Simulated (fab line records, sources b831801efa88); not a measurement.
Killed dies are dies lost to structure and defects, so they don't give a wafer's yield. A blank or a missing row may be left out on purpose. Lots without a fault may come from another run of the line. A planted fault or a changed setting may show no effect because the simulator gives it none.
One fault seen from 2 desks | flow gf180mcu | each desk has only its own numbers; what lay behind them comes last

THE TOOL OWNER'S DESK: implanter-04
The tool's own readings at GF_VT_IMPLANT_IMPLANT_19: means of the sampled wafers that have a number, for each lot that ran on this tool. A lot is out of limits, marked OUT, if its mean lies more than 4 standard deviations from the usual mean; the brackets give that distance.
Columns: A = beam_energy_keV at GF_VT_IMPLANT_IMPLANT_19, usual 100.01
lot  | first seen here | A
L386 | day 7 02:21     | 100.00
L388 | day 7 13:59     | 99.97
L395 | day 9 09:40     | 116.78 (+99 or more) OUT
L396 | day 9 16:37     | 116.83 (+99 or more) OUT
This desk's finding: out of limits on L395, L396; first on L395, day 9 09:40 (beam_energy_keV at GF_VT_IMPLANT_IMPLANT_19). In limits: L386, L388.

THE METROLOGY DESK
What the gauges read, lot by lot, whatever tool the lot ran on: means of the sampled wafers that have a number. A lot is out of limits, marked OUT, if its mean lies more than 4 standard deviations from the usual mean; the brackets give that distance.
Columns: A = MVSD_OVL at GF_MVSD_OVL_MEAS_07, usual 0.1 nm; B = VT_IMPLANT_2_TW at GF_VT_IMPLANT_TW_MEAS_21, usual 1214; C = SAB_CVD_00_THK at GF_SAB_THK_MEAS_01, usual 50.2 nm; D = SALICIDE_TIN_THK at GF_SALICIDE_THK_MEAS_05, usual 19.71 nm
lot  | first seen here | A    | B               | C    | D
L384 | day 4 18:23     | 1.3  | 1226            | 49.8 | 19.84
L385 | day 5 00:21     | -0.7 | 1206            | 50.6 | 19.61
L386 | day 5 06:18     | -1.5 | 1214            | 50.2 | 19.85
L387 | day 5 12:02     | 0.8  | 1230            | 49.9 | 19.70
L388 | day 5 15:57     | -0.8 | 1210            | 50.0 | 19.84
L390 | day 6 01:24     | -1.4 | 1223            | 50.3 | 19.66
L395 | day 7 07:59     | 0.7  | 1260 (+4.6) OUT | 50.3 | 19.88
L396 | day 7 14:29     | 0.4  | 1265 (+5.1) OUT | 50.0 | 19.66
L400 | day 8 11:26     | -0.6 | 1206            | 50.8 | 19.71
L401 | day 8 18:43     | -2.4 | 1222            | 49.9 | 19.32
L402 | day 8 23:55     | 0.9  | 1223            | 49.7 | 19.52
L404 | day 9 13:11     | 1.8  | 1224            | 49.6 | 19.56
L405 | day 9 17:35     | 1.4  | 1223            | 49.6 | 19.88
L406 | day 9 23:31     | -1.8 | 1197            | 49.8 | 19.63
This desk's finding: out of limits on L395, L396; first on L395, day 9 09:55 (VT_IMPLANT_2_TW at GF_VT_IMPLANT_TW_MEAS_21). In limits: L384, L385, L386, L387, L388, L390, L400, L401, L402, L404, L405, L406.

PUT TOGETHER
The tool owner's desk could have raised an alarm at day 9 09:40, on L395, L396.
The metrology desk could have raised an alarm at day 9 09:55, on L395, L396.
Of the lots named, all ran GF_VT_IMPLANT_IMPLANT_19 on implanter-04.

WHAT THE SIMULATOR HAD PUT IN
Process parameter drift: implanter-04, from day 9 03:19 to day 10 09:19, at GF_VT_IMPLANT_IMPLANT_19. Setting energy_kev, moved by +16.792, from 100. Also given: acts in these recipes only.
Lots struck among those shown: L395, L396.
Hours from the fault's start to each desk's first reading out of limits: the tool owner's desk, 6; the metrology desk, 7.
